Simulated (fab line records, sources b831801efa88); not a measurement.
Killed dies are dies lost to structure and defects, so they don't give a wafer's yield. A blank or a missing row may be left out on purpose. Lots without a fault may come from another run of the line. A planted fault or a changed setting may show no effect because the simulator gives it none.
Problem report in the 8D (eight disciplines) form, filled by code | flow gf180mcu | the parts of the form that need people (team, actions taken, sign-off) are left out

1. THE PROBLEM
bias_w at GF_M3_METAL_ETCH_16 reads a mean of 182.6 W on 5 wafers of 2 lots; wafers without a fault read 140.1 W with a standard deviation of 0.45. That is +95 standard deviations from the usual mean.
The step: etches the open film in Cl2/BCl3, stops on SiO2, target depth 750.8 nm, time 125.1 s.
First seen on wafer L548.2, day 24 13:36, on rie_metal-01. The record holds 33 wafers of 11 lots with a number at this step. Rule for "out", or "out of limits": more than 4 standard deviations from the usual mean. The other wafers with a number count as sound.

2. WHAT IT IS AND WHAT IT IS NOT
question                    | is                                     | is not
which readings at this step | bias_w                                 | drypump_motor_current_A, he_backside_leak_sccm, oes_product_au, throttle_valve_pct
which lots                  | L548, L549                             | L540, L543, L554, L555, L557, L558, L559, L560, L563
which wafers of those lots  | L548.2, L548.3, L548.6, L549.4, L549.5 | L549.6
read on which tools         | rie_metal-01                           | rie_metal-02, rie_metal-03
when                        | from day 24 13:36                      | up to then (6 sound wafers); but 22 sound wafers of L549, L554, L555, L557, L558, L559, L560, L563 came after

3. SUSPECTS, AND WHAT RULES EACH OUT
Counting: a tool at a process step up to the reading stays a suspect if it ran every lot that is out. Sound lots after the first of them don't rule it out here, since some wafers of a struck lot are sound.
- rie_metal-01 at GF_M3_METAL_ETCH_16 (etches the open film in Cl2/BCl3, stops on SiO2, target depth 750.8 nm, time 125.1 s): kept. It ran every lot that is out, first L548 (day 24 13:36); its last sound lot up to then is L543 (day 22 06:22). Its own readings are out on those wafers: bias_w.
- Within rie_metal-01 at GF_M3_METAL_ETCH_16: the wafers that are out ran in chamber 1; their sound lot-mates ran in chamber 0.
Left after counting: rie_metal-01 at GF_M3_METAL_ETCH_16.

4. THE CAUSE (what the simulator had put in)
Process parameter drift: rie_metal-01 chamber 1, from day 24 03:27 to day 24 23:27, at GF_M3_METAL_ETCH_16. Setting bias_w, moved by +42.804, from 140. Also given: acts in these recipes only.
Counting left only this tool.

5. THE CHAIN OF EFFECTS, in route order
Each row: a reading whose mean over the struck wafers that have a number lies more than 3 standard deviations from the usual. Only readings for which the record gives a usual standard deviation are gone through. hours: the time from each lot's start at the first step in this table that gives one to its start at this step, as a median over the lots. sigmas: the change in usual standard deviations.
hours | step                | reading                  | usual   | on struck wafers | change | sigmas
0     | GF_M3_METAL_ETCH_16 | bias_w                   | 140.1 W | 182.6            | +42.5  | +95
0     | GF_M3_STRIP_17      | strip_time_to_endpoint_s | 7.40 s  | 7.17             | -0.23  | -4.0
The process steps in it:
- GF_M3_METAL_ETCH_16: etches the open film in Cl2/BCl3, stops on SiO2, target depth 750.8 nm, time 125.1 s.
- GF_M3_STRIP_17: strips in O2/N2.

6. WHAT WOULD HAVE CAUGHT IT SOONER
In this record the first reading out of limits was taken at day 24 13:36, 10 hours after the fault began at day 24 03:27.
